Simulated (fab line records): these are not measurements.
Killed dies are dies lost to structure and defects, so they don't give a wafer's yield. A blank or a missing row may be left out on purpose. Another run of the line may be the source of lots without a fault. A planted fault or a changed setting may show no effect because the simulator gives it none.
Which of the tools did it? :: flow sky130 :: 12 lots (36 wafers sampled), 1 step of a 708-step route

WHAT THE GAUGES READ, wafer by wafer
SKY_LDD_P_OVL_MEAS_08.
lot: L075
measured: day 19 14:35
on: overlay-02
LDD_P_OVL (nm): -1.2 -2.7 -0.6

lot: L077
measured: day 20 15:16
on: overlay-02
LDD_P_OVL (nm): -0.1 0.7 0.3

lot: L080
measured: day 21 12:08
on: overlay-01
LDD_P_OVL (nm): 1.9 2.6 1.3

lot: L081
measured: day 21 18:52
on: overlay-02
LDD_P_OVL (nm): -1.3 -1.0 -1.5

lot: L083
measured: day 22 16:02
on: overlay-01
LDD_P_OVL (nm): 0.9 2.1 1.7

lot: L084
measured: day 23 07:04
on: overlay-02
LDD_P_OVL (nm): -0.9 0.1 0.7

lot: L087
measured: day 23 22:29
on: overlay-02
LDD_P_OVL (nm): -1.6 0.3 -0.4

lot: L089
measured: day 24 17:55
on: overlay-01
LDD_P_OVL (nm): -1.2 -0.9 -0.3

lot: L092
measured: day 25 21:11
on: overlay-02
LDD_P_OVL (nm): -1.8 0.0 -0.2

lot: L093
measured: day 26 05:23
on: overlay-01
LDD_P_OVL (nm): -2.6 -2.8 -2.0

lot: L096
measured: day 27 01:58
on: overlay-01
LDD_P_OVL (nm): -0.9 -1.2 -1.3

lot: L097
measured: day 27 20:58
on: overlay-02
LDD_P_OVL (nm): 2.5 -1.7 1.1

WHAT TOOL EACH LOT RAN ON (gives the tool, then ch and the chambers of the sampled wafers, and finally the start)
Before these readings, the record contains no process step.

THE ANSWER, worked out from the rows above alone
Rule: usual is defined by the lots themselves. The widest of any qualifying gaps counts: lots, ordered by their means at a reading, are off when they make up no more than a third of the lots, leave a main group of 4 or more, and stand apart from it by 3 or more times the standard deviation of that group's means. Not used: any main group whose means are identical at the precision the tables above print for the reading. A lot without any number at a reading at which 4 lots or more have one is off too. Any other lot the step has rows for is counted as sound.
No lot is off at any reading shown: from this, nothing can be told.

WHAT WAS PUT IN BY THE SIMULATOR
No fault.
